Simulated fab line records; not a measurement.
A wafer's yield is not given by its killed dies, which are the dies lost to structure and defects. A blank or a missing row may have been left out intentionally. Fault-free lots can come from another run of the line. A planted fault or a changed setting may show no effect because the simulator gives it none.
One fault through the eyes of 2 desks / flow sky130 / each desk has only its own numbers; what lay behind them comes last

AT THE METROLOGY DESK
What the gauges read for every lot (on any tool): the sampled wafers with a number, averaged. Marked OUT: a lot whose mean sits more than 4 standard deviations from the usual mean, which makes it out of limits; the brackets give that distance.
Columns: A = METAL1_ALCU_RS at SKY_METAL1_RS_MEAS_05, usual 0.1268 ohm/sq; B = METAL1_ALCU_THK at SKY_METAL1_THK_MEAS_06, usual 251.1 nm; C = cd nm at SKY_METAL1_CD_MEAS_15, usual 139.9 nm; D = METAL1_OVL at SKY_METAL1_OVL_MEAS_16, usual -1 nm
lot=L596; first seen here=day 34 07:10; A=0.1283; B=249.0; C=140.6; D=4
lot=L599; first seen here=day 34 21:07; A=0.1262; B=254.6; C=136.1; D=8
lot=L602; first seen here=day 35 19:02; A=0.1257; B=252.6; C=137.6; D=11
lot=L610; first seen here=day 38 02:28; A=0.1266; B=249.3; C=142.2; D=-5
lot=L611; first seen here=day 38 12:13; A=0.1273; B=247.6; C=137.8; D=-6
lot=L612; first seen here=day 38 13:25; A=0.1256; B=251.5; C=138.8; D=-12
Finding of this desk: none of the 6 lots has anything out of limits.

TOOL OWNER'S DESK, litho track-01
At SKY_METAL1_SOFTBAKE_11 (time 90 s), the tool's own readings, given per lot that ran on this tool as the mean of the sampled wafers with a number. Marked OUT: a lot whose mean sits more than 4 standard deviations from the usual mean, which makes it out of limits; the brackets give that distance.
Columns: A = heater power total W at SKY_METAL1_SOFTBAKE_11, usual 57.36 W; B = plate temp C at SKY_METAL1_SOFTBAKE_11, usual 99.99 C
lot=L599; first seen here=day 35 10:00; A=60.91 (+32) OUT; B=104.48 (+30) OUT
lot=L602; first seen here=day 36 07:00; A=60.87 (+32) OUT; B=104.45 (+30) OUT
lot=L610; first seen here=day 38 15:00; A=57.35; B=99.86
lot=L612; first seen here=day 39 01:00; A=57.39; B=99.83
Finding of this desk: L599, L602 out of limits; the first was L599 at day 35 10:00, on heater power total W at SKY_METAL1_SOFTBAKE_11. L610, L612 stayed within limits.

PUT TOGETHER
An alarm could have come from the tool owner's desk at day 35 10:00, on L599, L602.
Metrology desk: nothing out of limits seen.
The metrology desk holds a record of L599, L602, inside its limits.
Every lot named ran SKY_METAL1_SOFTBAKE_11 on litho track-01.

WHAT WAS PUT IN BY THE SIMULATOR
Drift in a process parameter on litho track-01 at SKY_METAL1_SOFTBAKE_11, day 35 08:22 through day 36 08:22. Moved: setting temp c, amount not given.
Struck lots among those shown: L599, L602.
Delay in hours, fault start to first out-of-limits reading, by desk: the tool owner's desk at 2.
